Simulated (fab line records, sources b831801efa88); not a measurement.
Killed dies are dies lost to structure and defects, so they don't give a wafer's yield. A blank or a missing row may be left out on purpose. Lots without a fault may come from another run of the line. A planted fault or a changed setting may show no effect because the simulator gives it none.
Which tool did it? | flow gf180mcu | 6 lots, 18 wafers sampled, at 3 steps of a route of 602

WHAT THE GAUGES READ, wafer by wafer
GF_VT_IMPLANT_RS_MEAS_48: measures by four-point-probe.
lot  | measured     | on            | LVPWELL_RS (ohm/sq)
L455 | day 7 20:05  | film_metro-01 | 1196.7 1196.0 1195.5
L457 | day 8 09:34  | film_metro-03 | 1195.1 1194.3 1197.6
L459 | day 9 01:52  | film_metro-01 | 1195.4 1191.1 1194.5
L461 | day 9 12:46  | film_metro-02 | 1193.4 1193.1 1194.0
L463 | day 10 12:57 | film_metro-01 | 1195.5 1195.4 1198.3
L475 | day 13 13:16 | film_metro-01 | 1200.8 1197.5 1199.6

WHICH TOOL RAN EACH LOT (tool, then ch and the chambers of the sampled wafers, then the start)
lot  | GF_STI_ETCH_13                    | GF_NWELL_STRIP_10
L455 | rie_diel-01 ch 0,1,3, day 2 08:04 | plasma_asher-02 ch 0,1, day 3 13:32
L457 | rie_diel-04 ch 1,2, day 2 17:29   | plasma_asher-03 ch 0,1, day 4 00:06
L459 | rie_diel-01 ch 0,1,3, day 3 02:56 | plasma_asher-02 ch 0,1, day 4 11:54
L461 | rie_diel-03 ch 0,1,3, day 3 13:13 | plasma_asher-03 ch 0,1, day 4 21:14
L463 | rie_diel-01 ch 0,1,2, day 4 00:19 | plasma_asher-02 ch 0,1, day 5 15:33
L475 | rie_diel-03 ch 1,2,3, day 6 14:26 | plasma_asher-02 ch 0,1, day 8 02:55
- GF_STI_ETCH_13: etches the open film in CHF3/O2, stops on Si, target depth 282.31 nm, time 112.9 s.
- GF_NWELL_STRIP_10: strips in O2/N2.

THE ANSWER, worked out from the rows above alone
Rule: what is usual is taken from the lots themselves. Put in order of their means at a reading, lots are off if they are a third of the lots or fewer, leave a main group of 4 or more, and stand apart from it by a gap of 3 or more times the standard deviation of the main group's means; of several such gaps the widest counts. A main group whose means are all the same, to the digits that the tables above print for the reading, isn't used. A lot without any number at a reading at which 4 lots or more have one is off too. The other lots that the step has rows for count as sound.
No lot is off at any reading shown: from this, nothing can be told.

WHAT THE SIMULATOR HAD PUT IN
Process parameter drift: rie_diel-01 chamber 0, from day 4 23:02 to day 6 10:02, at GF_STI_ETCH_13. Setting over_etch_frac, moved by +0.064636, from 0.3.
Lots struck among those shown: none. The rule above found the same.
